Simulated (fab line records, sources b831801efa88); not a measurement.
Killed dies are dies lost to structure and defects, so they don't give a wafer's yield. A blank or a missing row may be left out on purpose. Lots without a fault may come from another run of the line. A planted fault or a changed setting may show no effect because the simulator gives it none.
fab line records | flow sky130 | part 1 of 2: steps 1 to 21 of 31
record lots=5 wafers=15 last_day=48
route steps=708 shown VT_ADJUST_HVTR@135 VT_ADJUST_PCH@143 SONOS_TUNNEL@154
lots that met no fault: from a run of the same line without faults
start_h: hours from the record's first day to the start of the lot's first wafer shown | wait_h: hours since the lot's step before | " the same as in the row above | L1.1+2: a row that stands for several wafers | - no value, or no start given | * or withheld: withheld | < > ~ a bound
route shown NAME@n: a module of which the file shows steps, and the number in the route of the first | usual: mean/standard deviation of fault-free wafers | same: alike in all rows | chamber/n: place in a boat | sites: the reading at each site | _std_site: their standard deviation | _edge_site: outer sites' mean less inner sites' | radius_mm: how far each site lies from the wafer's centre | mask NAME#n: copy n | behind: the tool/chamber that last shaped the wafer | hold: why the lot was held/for how many hours/how that ended | device: the transistor (n, p or np) that didn't switch | end of line: the same wafers' tests at the end of the route | a step without rows: its recipe alone | killed: dies lost to structure and defects at the first sort, not the wafer's yield | map: a wafer's dies, x killed, . not, _ none there
set.NAME: the setting as run; set.NAME@STEP: as run at that earlier step | model.NAME: the simulator's own value behind a step, which no gauge read
lots at some steps of the route; a table a step, a row a wafer
services: from which hour (start_h, from the record's first day; less than 0 if before it) a tool's chamber was out of use, for how many hours, and why
## steps
# step SKY_VT_ADJUST_HVTR_EXPOSE_04
# recipe mask_id=HVTRM target_cd_nm=380 na=0.6 source_shape=conventional sigma_outer=0.6 dose_mj=150
# usual exposure_dose_mJ_cm2=148.55/0.13 focus_offset_nm=0.0/0.43
# columns lot.wafer tool chamber start_h wait_h mask exposure_dose_mJ_cm2 focus_offset_nm
L074.1 iline_stepper-01 0 - - HVTRM#0 148.51 0.1
L074.4 " 0 " " HVTRM#0 148.52 0.4
L074.5 " 0 " " HVTRM#0 148.52 -0.4
L083.4 iline_stepper-01 0 - - HVTRM#0 148.63 -0.7
L083.5 " 0 " " HVTRM#0 148.76 0.9
L083.6 " 0 " " HVTRM#0 148.43 -0.8
L084.1 iline_stepper-01 0 - - HVTRM#0 148.70 -0.6
L084.2 " 0 " " HVTRM#0 148.41 0.3
L084.3 " 0 " " HVTRM#0 148.61 0.0
L086.1 iline_stepper-02 0 - - HVTRM#0 148.60 0.0
L086.2 " 0 " " HVTRM#0 148.59 0.4
L086.4 " 0 " " HVTRM#0 148.33 0.4
L087.1 iline_stepper-02 0 - - HVTRM#0 148.52 -0.5
L087.4 " 0 " " HVTRM#0 148.84 0.2
L087.5 " 0 " " HVTRM#0 148.62 0.6
# step SKY_VT_ADJUST_HVTR_PEB_05
# recipe temp_c=withheld time_s=* resist=NOVOLAK
# usual chill_plate_temp_C=* exhaust_pa=44.9/0.85
# columns lot.wafer tool chamber start_h wait_h chill_plate_temp_C exhaust_pa
L074.1 litho_track-01 0 - - * 45.4
L074.4 " 0 " " * 45.4
L074.5 " 0 " " * 46.1
L083.4 litho_track-04 0 - - * 44.6
L083.5 " 0 " " * 44.3
L083.6 " 0 " " * 44.4
L084.1 litho_track-03 0 - - * 44.1
L084.2 " 0 " " * 44.0
L084.3 " 0 " " * 43.8
L086.1 litho_track-03 0 - - * 43.5
L086.2 " 0 " " * 42.5
L086.4 " 0 " " * 43.4
L087.1 litho_track-01 0 - - * 45.8
L087.4 " 0 " " * 46.0
L087.5 " 0 " " * 45.9
# step SKY_VT_ADJUST_HVTR_DEVELOP_06
# recipe develop_time_s=61.77 dev_temp_c=23
# usual chill_plate_temp_C=23.02/0.11 exhaust_pa=44.8/0.87
# columns lot.wafer tool chamber start_h wait_h chill_plate_temp_C exhaust_pa
L074.1 litho_track-01 0 205.81 0.1 22.97 44.5
L074.4 " 0 " " 22.94 45.2
L074.5 " 0 " " 23.01 44.0
L083.4 litho_track-04 0 268.06 0.1 22.93 45.0
L083.5 " 0 " " 23.02 45.0
L083.6 " 0 " " 23.03 45.7
L084.1 litho_track-03 0 283.29 0.1 23.19 45.0
L084.2 " 0 " " 22.96 45.4
L084.3 " 0 " " 22.96 45.9
L086.1 litho_track-03 0 292.29 0.1 22.91 44.6
L086.2 " 0 " " 23.17 43.2
L086.4 " 0 " " 22.95 44.7
L087.1 litho_track-01 0 296.16 0.1 22.81 45.0
L087.4 " 0 " " 22.92 44.8
L087.5 " 0 " " 22.78 44.1
# step SKY_VT_ADJUST_HVTR_CD_MEAS_07
# recipe target_cd_nm=380
# usual cd_nm=380.0/1.9
# columns lot.wafer tool chamber start_h wait_h cd_nm
L074.1 cd_sem-01 - 205.96 0.1 379.0
L074.4 " - " " 380.1
L074.5 " - " " 379.7
L083.4 cd_sem-02 - 268.20 0.1 379.6
L083.5 " - " " 380.4
L083.6 " - " " 380.4
L084.1 cd_sem-01 - 283.44 0.1 380.7
L084.2 " - " " 382.1
L084.3 " - " " 379.8
L086.1 cd_sem-02 - 292.44 0.1 379.5
L086.2 " - " " 380.2
L086.4 " - " " 379.1
L087.1 cd_sem-02 - 296.31 0.1 378.1
L087.4 " - " " 379.8
L087.5 " - " " 380.4
# step SKY_VT_ADJUST_HVTR_OVL_MEAS_08
# usual VT_ADJUST_HVTR_OVL=0.4/1.7
# columns lot.wafer tool chamber start_h wait_h VT_ADJUST_HVTR_OVL[nm]
L074.1 overlay-02 - 206.08 0.1 1.2
L074.4 " - " " 0.5
L074.5 " - " " -1.6
L083.4 overlay-02 - 268.28 0.1 1.8
L083.5 " - " " -0.5
L083.6 " - " " -0.1
L084.1 overlay-02 - 283.56 0.1 -0.9
L084.2 " - " " -0.1
L084.3 " - " " -1.4
L086.1 overlay-02 - 292.57 0.1 2.8
L086.2 " - " " 2.9
L086.4 " - " " 2.6
L087.1 overlay-02 - 296.43 0.1 0.4
L087.4 " - " " -0.3
L087.5 " - " " -1.5
# step SKY_VT_ADJUST_HVTR_IMPLANT_09
# recipe species=B energy_kev=10 dose_cm2=2.1e+12 tilt_deg=withheld
# usual end_station_pressure_torr=5.01e-06/2.5e-07
# columns lot.wafer tool chamber start_h wait_h end_station_pressure_torr
L074.1 implanter-02 0 206.12 0.0 4.94e-06
L074.4 " 0 " " 5.02e-06
L074.5 " 0 " " 4.71e-06
L083.4 implanter-01 0 268.37 0.1 5.1e-06
L083.5 " 0 " " 5.04e-06
L083.6 " 0 " " 5.28e-06
L084.1 implanter-01 0 283.60 0.0 4.97e-06
L084.2 " 0 " " 4.91e-06
L084.3 " 0 " " 5.08e-06
L086.1 implanter-02 0 292.67 0.1 4.71e-06
L086.2 " 0 " " 5.25e-06
L086.4 " 0 " " 5.3e-06
L087.1 implanter-01 0 296.47 0.0 4.9e-06
L087.4 " 0 " " 4.98e-06
L087.5 " 0 " " 4.93e-06
# step SKY_VT_ADJUST_HVTR_STRIP_10
# recipe chemistry=O2/N2 power_w=1400 pressure_mtorr=1500 platen_temp_c=withheld o2_flow_sccm=3000 n2_flow_sccm=300 overash_fraction=0.5
# usual drypump_motor_current_A=5.6/0.43 n2_flow_sccm=299.9/0.98 oes_product_au=0.715/0.0046 strip_time_to_endpoint_s=14.18/0.045
# columns lot.wafer tool chamber start_h wait_h drypump_motor_current_A n2_flow_sccm oes_product_au rf_hours_counter_h strip_time_to_endpoint_s
L074.1 plasma_asher-02 0 206.27 0.1 5.9 300.9 0.717 9 14.21
L074.4 " 1 " " 5.9 299.8 0.724 - 14.16
L074.5 " 1 " " 5.9 299.3 0.714 - 14.15
L083.4 plasma_asher-02 0 268.48 0.1 5.9 298.4 0.711 - 14.20
L083.5 " 0 " " 5.9 300.6 0.707 - 14.16
L083.6 " 1 " " 5.9 298.4 0.715 - 14.18
L084.1 plasma_asher-04 0 283.75 0.1 5.2 300.4 0.716 59 14.20
L084.2 " 1 " " 6.4 299.2 0.718 59 14.19
L084.3 " 1 " " 6.4 300.6 0.712 - 14.14
L086.1 plasma_asher-01 1 292.82 0.1 5.2 300.9 0.715 52 14.18
L086.2 " 0 " " 5.5 300.0 0.708 52 14.19
L086.4 " 1 " " 5.2 299.2 0.717 - 14.22
L087.1 plasma_asher-04 1 296.62 0.1 6.4 300.6 0.714 60 14.15
L087.4 " 0 " " 5.2 300.8 0.713 - 14.16
L087.5 " 0 " " 5.1 299.3 0.710 - 14.15
# step SKY_VT_ADJUST_HVTR_TW_MEAS_11
# usual VT_ADJUST_HVTR_TW=210.5/1.8
# columns lot.wafer tool chamber start_h wait_h VT_ADJUST_HVTR_TW
L074.1 film_metro-01 - 206.37 0.1 213.0
L074.4 " - " " 212.5
L074.5 " - " " 213.8
L083.4 film_metro-01 - 268.58 0.1 211.3
L083.5 " - " " 210.8
L083.6 " - " " 211.9
L084.1 film_metro-03 - 283.85 0.1 207.9
L084.2 " - " " 209.1
L084.3 " - " " 208.8
L086.1 film_metro-03 - 292.92 0.1 208.5
L086.2 " - " " 209.5
L086.4 " - " " 208.3
L087.1 film_metro-03 - 296.72 0.1 208.7
L087.4 " - " " 208.9
L087.5 " - " " 209.3
# step SKY_VT_ADJUST_PCH_DEHYDRATE_00
# recipe temp_c=200 time_s=60
# usual chill_plate_temp_C=22.98/0.1 exhaust_pa=44.8/0.76
# columns lot.wafer tool chamber start_h wait_h chill_plate_temp_C exhaust_pa
L074.1 litho_track-03 0 216.24 9.9 22.93 44.9
L074.4 " 0 " " 22.97 44.9
L074.5 " 0 " " 22.97 43.0
L083.4 litho_track-04 0 280.51 11.9 23.02 44.5
L083.5 " 0 " " 23.02 45.3
L083.6 " 0 " " 22.84 42.8
L084.1 litho_track-03 0 295.79 11.9 23.05 44.4
L084.2 " 0 " " 23.00 45.3
L084.3 " 0 " " 22.96 44.7
L086.1 litho_track-02 0 304.25 11.3 23.04 44.7
L086.2 " 0 " " 23.00 44.5
L086.4 " 0 " " 23.11 44.9
L087.1 litho_track-03 0 308.79 12.1 23.04 45.3
L087.4 " 0 " " 22.99 45.6
L087.5 " 0 " " 22.93 44.2
# step SKY_VT_ADJUST_PCH_HMDS_01
# recipe prime_time_s=60 prime_temp_c=120
# usual chill_plate_temp_C=23.01/0.099 exhaust_pa=44.9/0.84 prime_temp_c=120.03/0.14
# columns lot.wafer tool chamber start_h wait_h chill_plate_temp_C exhaust_pa prime_temp_c
L074.1 litho_track-03 0 216.39 0.1 23.02 44.7 119.90
L074.4 " 0 " " 23.15 44.7 119.81
L074.5 " 0 " " 23.05 45.8 119.93
L083.4 litho_track-04 0 280.66 0.1 23.11 45.4 119.89
L083.5 " 0 " " 23.09 44.5 120.02
L083.6 " 0 " " 23.25 45.9 119.92
L084.1 litho_track-03 0 295.94 0.1 22.84 44.7 120.13
L084.2 " 0 " " 22.96 44.9 120.17
L084.3 " 0 " " 22.83 44.7 120.22
L086.1 litho_track-02 0 304.40 0.1 23.13 44.3 120.30
L086.2 " 0 " " 23.05 44.9 120.26
L086.4 " 0 " " 22.93 43.6 120.04
L087.1 litho_track-03 0 308.94 0.1 23.19 44.7 119.91
L087.4 " 0 " " 23.01 45.3 120.33
L087.5 " 0 " " 23.06 44.7 120.04
# step SKY_VT_ADJUST_PCH_COAT_02
# recipe spin_rpm=2000 resist_thk_nm=3000
# usual chill_plate_temp_C=23.01/0.11 exhaust_pa=45.0/0.82 spin_speed_rpm=1999.9/1.4
# columns lot.wafer tool chamber start_h wait_h chill_plate_temp_C exhaust_pa spin_speed_rpm
L074.1 litho_track-03 0 216.54 0.1 23.19 45.1 2003.6
L074.4 " 0 " " 22.99 45.8 1997.7
L074.5 " 0 " " 22.87 44.7 2000.3
L083.4 litho_track-04 0 280.81 0.1 22.99 45.2 1999.8
L083.5 " 0 " " 23.20 45.7 2000.1
L083.6 " 0 " " 23.03 45.4 1999.4
L084.1 litho_track-03 0 296.09 0.1 22.95 45.4 2000.3
L084.2 " 0 " " 22.89 45.7 1998.3
L084.3 " 0 " " 22.91 45.8 1997.0
L086.1 litho_track-02 0 304.55 0.1 22.95 44.2 1998.0
L086.2 " 0 " " 22.97 45.2 1998.7
L086.4 " 0 " " 22.91 45.6 2001.2
L087.1 litho_track-03 0 309.09 0.1 22.98 45.7 2001.1
L087.4 " 0 " " 23.08 45.3 1999.7
L087.5 " 0 " " 23.06 45.8 1999.4
# step SKY_VT_ADJUST_PCH_SOFTBAKE_03
# recipe temp_c=110 time_s=withheld
# usual chill_plate_temp_C=23.00/0.11 exhaust_pa=45.0/0.92
# columns lot.wafer tool chamber start_h wait_h chill_plate_temp_C exhaust_pa
L074.1 litho_track-03 0 216.69 0.1 22.96 46.6
L074.4 " 0 " " 22.84 45.6
L074.5 " 0 " " 22.97 46.9
L083.4 litho_track-04 0 280.99 0.1 23.03 44.5
L083.5 " 0 " " 23.05 43.8
L083.6 " 0 " " 23.05 44.9
L084.1 litho_track-03 0 296.24 0.1 23.09 45.1
L084.2 " 0 " " 22.99 44.4
L084.3 " 0 " " 23.06 44.5
L086.1 litho_track-02 0 304.70 0.1 23.01 43.9
L086.2 " 0 " " 23.05 44.1
L086.4 " 0 " " 22.91 45.3
L087.1 litho_track-03 0 309.24 0.1 22.91 43.2
L087.4 " 0 " " 22.95 44.3
L087.5 " 0 " " 22.77 43.5
# step SKY_VT_ADJUST_PCH_EXPOSE_04
# recipe mask_id=NWM na=0.6 source_shape=conventional sigma_outer=0.6 polarization=unpolarized target_cd_nm=840 dose_mj=255
# usual exposure_dose_mJ_cm2=254.99/0.29 focus_offset_nm=0.0/0.45
# columns lot.wafer tool chamber start_h wait_h mask exposure_dose_mJ_cm2 focus_offset_nm
L074.1 iline_stepper-01 0 - - NWM#0 254.73 -0.3
L074.4 " 0 " " NWM#0 254.81 0.0
L074.5 " 0 " " NWM#0 254.96 -0.5
L083.4 iline_stepper-02 0 - - NWM#0 254.89 0.3
L083.5 " 0 " " NWM#0 255.21 -0.4
L083.6 " 0 " " NWM#0 254.65 0.7
L084.1 iline_stepper-02 0 - - NWM#0 254.98 0.8
L084.2 " 0 " " NWM#0 255.02 0.2
L084.3 " 0 " " NWM#0 254.79 0.2
L086.1 iline_stepper-01 0 - - NWM#0 255.12 0.4
L086.2 " 0 " " NWM#0 255.02 -0.6
L086.4 " 0 " " NWM#0 254.93 0.3
L087.1 iline_stepper-01 0 - - NWM#0 254.94 0.2
L087.4 " 0 " " NWM#0 255.23 0.1
L087.5 " 0 " " NWM#0 255.53 0.4
# step SKY_VT_ADJUST_PCH_PEB_05
# recipe temp_c=115 time_s=withheld
# usual chill_plate_temp_C=23.01/0.11 exhaust_pa=44.9/0.87
# columns lot.wafer tool chamber start_h wait_h chill_plate_temp_C exhaust_pa
L074.1 litho_track-02 0 - - 23.14 44.6
L074.4 " 0 " " 23.04 44.6
L074.5 " 0 " " 22.98 45.8
L083.4 litho_track-02 0 - - 22.95 43.4
L083.5 " 0 " " 22.99 43.4
L083.6 " 0 " " 23.00 44.6
L084.1 litho_track-04 0 - - 23.07 44.4
L084.2 " 0 " " 23.20 42.9
L084.3 " 0 " " 22.84 45.1
L086.1 litho_track-02 0 - - 23.08 45.8
L086.2 " 0 " " 23.00 45.2
L086.4 " 0 " " 23.04 46.1
L087.1 litho_track-04 0 - - 22.85 46.4
L087.4 " 0 " " 23.04 45.1
L087.5 " 0 " " 23.02 44.8
# step SKY_VT_ADJUST_PCH_DEVELOP_06
# recipe wall_angle_deg=90 developer=TMAH develop_time_s=60 dev_temp_c=23
# usual chill_plate_temp_C=22.99/0.11 exhaust_pa=45.1/0.79
# columns lot.wafer tool chamber start_h wait_h chill_plate_temp_C exhaust_pa
L074.1 litho_track-02 0 - - 22.81 46.0
L074.4 " 0 " " 22.91 43.6
L074.5 " 0 " " 22.82 44.2
L083.4 litho_track-02 0 - - 22.96 44.7
L083.5 " 0 " " 22.88 45.7
L083.6 " 0 " " 22.91 45.9
L084.1 litho_track-04 0 - - 23.10 44.7
L084.2 " 0 " " 23.15 45.3
L084.3 " 0 " " 23.00 45.9
L086.1 litho_track-02 0 - - 23.04 43.2
L086.2 " 0 " " 23.06 44.3
L086.4 " 0 " " 23.18 44.8
L087.1 litho_track-04 0 - - 22.82 45.5
L087.4 " 0 " " 22.88 44.4
L087.5 " 0 " " 22.87 45.9
# step SKY_VT_ADJUST_PCH_OVL_MEAS_07
# usual VT_ADJUST_PCH_OVL=-0.6/1.2
# columns lot.wafer tool chamber start_h wait_h VT_ADJUST_PCH_OVL[nm]
L074.1 overlay-02 - 227.65 - 0.3
L074.4 " - " " -0.1
L074.5 " - " " -0.2
L083.4 overlay-02 - 293.57 - -1.4
L083.5 " - " " -2.0
L083.6 " - " " -1.5
L084.1 overlay-02 - 308.94 - -2.2
L084.2 " - " " -1.4
L084.3 " - " " -1.9
L086.1 overlay-02 - 317.55 - -1.5
L086.2 " - " " -1.1
L086.4 " - " " -1.3
L087.1 overlay-02 - 322.34 - 0.5
L087.4 " - " " -0.6
L087.5 " - " " -0.4
# step SKY_VT_ADJUST_PCH_IMPLANT_08
# recipe species=B energy_kev=10 dose_cm2=5e+11 tilt_deg=withheld
# usual end_station_pressure_torr=5.01e-06/2.8e-07
# columns lot.wafer tool chamber start_h wait_h end_station_pressure_torr
L074.1 implanter-03 0 227.69 0.0 5.08e-06
L074.4 " 0 " " 5.15e-06
L074.5 " 0 " " 4.81e-06
L083.4 implanter-01 0 293.66 0.1 5.15e-06
L083.5 " 0 " " 4.97e-06
L083.6 " 0 " " 4.49e-06
L084.1 implanter-03 0 308.97 0.0 5.2e-06
L084.2 " 0 " " 5.57e-06
L084.3 " 0 " " 4.72e-06
L086.1 implanter-03 0 317.70 0.1 4.95e-06
L086.2 " 0 " " 5.18e-06
L086.4 " 0 " " 4.67e-06
L087.1 implanter-03 0 322.37 0.0 5.33e-06
L087.4 " 0 " " 5.39e-06
L087.5 " 0 " " 5.5e-06
# step SKY_VT_ADJUST_PCH_STRIP_09
# recipe chemistry=O2/N2 power_w=1400 pressure_mtorr=1500 platen_temp_c=withheld o2_flow_sccm=3000 n2_flow_sccm=300 overash_fraction=0.5
# usual drypump_motor_current_A=5.8/0.59 n2_flow_sccm=300.0/0.85 oes_product_au=0.722/0.0045 strip_time_to_endpoint_s=36.93/0.11
# columns lot.wafer tool chamber start_h wait_h drypump_motor_current_A n2_flow_sccm oes_product_au rf_hours_counter_h strip_time_to_endpoint_s
L074.1 plasma_asher-04 0 227.84 0.1 5.2 299.7 0.733 54 37.01
L074.4 " 0 " " 5.2 299.1 0.722 - 37.08
L074.5 " 1 " " 6.5 301.3 0.727 - 37.07
L083.4 plasma_asher-03 0 293.77 0.1 6.6 301.7 0.719 - 36.89
L083.5 " 0 " " 6.6 300.0 0.724 - 36.77
L083.6 " 1 " " 6.0 300.6 0.724 - 36.93
L084.1 plasma_asher-01 0 309.12 0.1 5.5 300.1 0.721 54 36.93
L084.2 " 1 " " 5.2 300.4 0.723 54 36.96
L084.3 " 0 " " 5.5 299.6 0.722 - 36.89
L086.1 plasma_asher-04 1 317.85 0.1 6.5 301.4 0.724 62 36.95
L086.2 " 0 " " 5.2 300.6 0.714 62 36.91
L086.4 " 0 " " 5.1 299.8 0.720 - 36.97
L087.1 plasma_asher-01 1 322.52 0.1 5.2 298.1 0.728 55 36.95
L087.4 " 0 " " 5.5 301.1 0.720 - 37.01
L087.5 " 1 " " 5.2 300.7 0.730 - 36.97
# step SKY_VT_ADJUST_PCH_TW_MEAS_10
# usual VT_ADJUST_PCH_TW=142.5/1.2
# columns lot.wafer tool chamber start_h wait_h VT_ADJUST_PCH_TW
L074.1 film_metro-03 - 227.94 0.1 140.7
L074.4 " - " " 140.7
L074.5 " - " " 140.7
L083.4 film_metro-04 - 293.87 0.1 144.5
L083.5 " - " " 143.5
L083.6 " - " " 143.2
L084.1 film_metro-04 - 309.22 0.1 143.8
L084.2 " - " " 144.0
L084.3 " - " " 143.7
L086.1 film_metro-03 - 317.95 0.1 141.9
L086.2 " - " " 142.2
L086.4 " - " " 141.2
L087.1 film_metro-02 - 322.62 0.1 143.7
L087.4 " - " " 144.4
L087.5 " - " " 144.2
# step SKY_SONOS_TUNNEL_DEHYDRATE_00
# recipe temp_c=200 time_s=60
# usual chill_plate_temp_C=23.01/0.1 exhaust_pa=45.1/0.97
# columns lot.wafer tool chamber start_h wait_h chill_plate_temp_C exhaust_pa
L074.1 litho_track-03 0 238.79 10.8 22.86 45.8
L074.4 " 0 " " 22.90 44.5
L074.5 " 0 " " 22.99 45.5
L083.4 litho_track-03 0 306.32 12.4 23.02 45.5
L083.5 " 0 " " 23.04 44.3
L083.6 " 0 " " 22.87 44.3
L084.1 litho_track-01 0 322.16 12.9 22.91 45.6
L084.2 " 0 " " 22.90 45.3
L084.3 " 0 " " 22.99 44.6
L086.1 litho_track-02 0 330.15 12.2 23.00 42.4
L086.2 " 0 " " 22.99 45.1
L086.4 " 0 " " 22.94 44.9
L087.1 litho_track-01 0 335.06 12.4 22.93 46.6
L087.4 " 0 " " 22.82 45.8
L087.5 " 0 " " 22.97 47.5
# step SKY_SONOS_TUNNEL_HMDS_01
# recipe prime_time_s=60 prime_temp_c=120
# usual chill_plate_temp_C=23.01/0.098 exhaust_pa=45.1/0.78 prime_temp_c=119.99/0.13
# columns lot.wafer tool chamber start_h wait_h chill_plate_temp_C exhaust_pa prime_temp_c
L074.1 litho_track-03 0 238.94 0.1 23.02 43.3 120.03
L074.4 " 0 " " 22.97 44.7 120.10
L074.5 " 0 " " 23.02 43.2 119.98
L083.4 litho_track-03 0 306.47 0.1 22.97 44.7 120.03
L083.5 " 0 " " 23.00 45.1 119.95
L083.6 " 0 " " 23.16 44.1 120.02
L084.1 litho_track-01 0 322.31 0.1 23.08 44.6 119.80
L084.2 " 0 " " 23.00 46.3 119.82
L084.3 " 0 " " 23.04 45.0 119.82
L086.1 litho_track-02 0 330.30 0.1 23.03 46.6 120.12
L086.2 " 0 " " 22.94 44.9 120.03
L086.4 " 0 " " 22.95 45.3 120.16
L087.1 litho_track-01 0 335.21 0.1 22.97 46.1 119.88
L087.4 " 0 " " 22.99 46.2 119.97
L087.5 " 0 " " 22.94 45.2 119.84
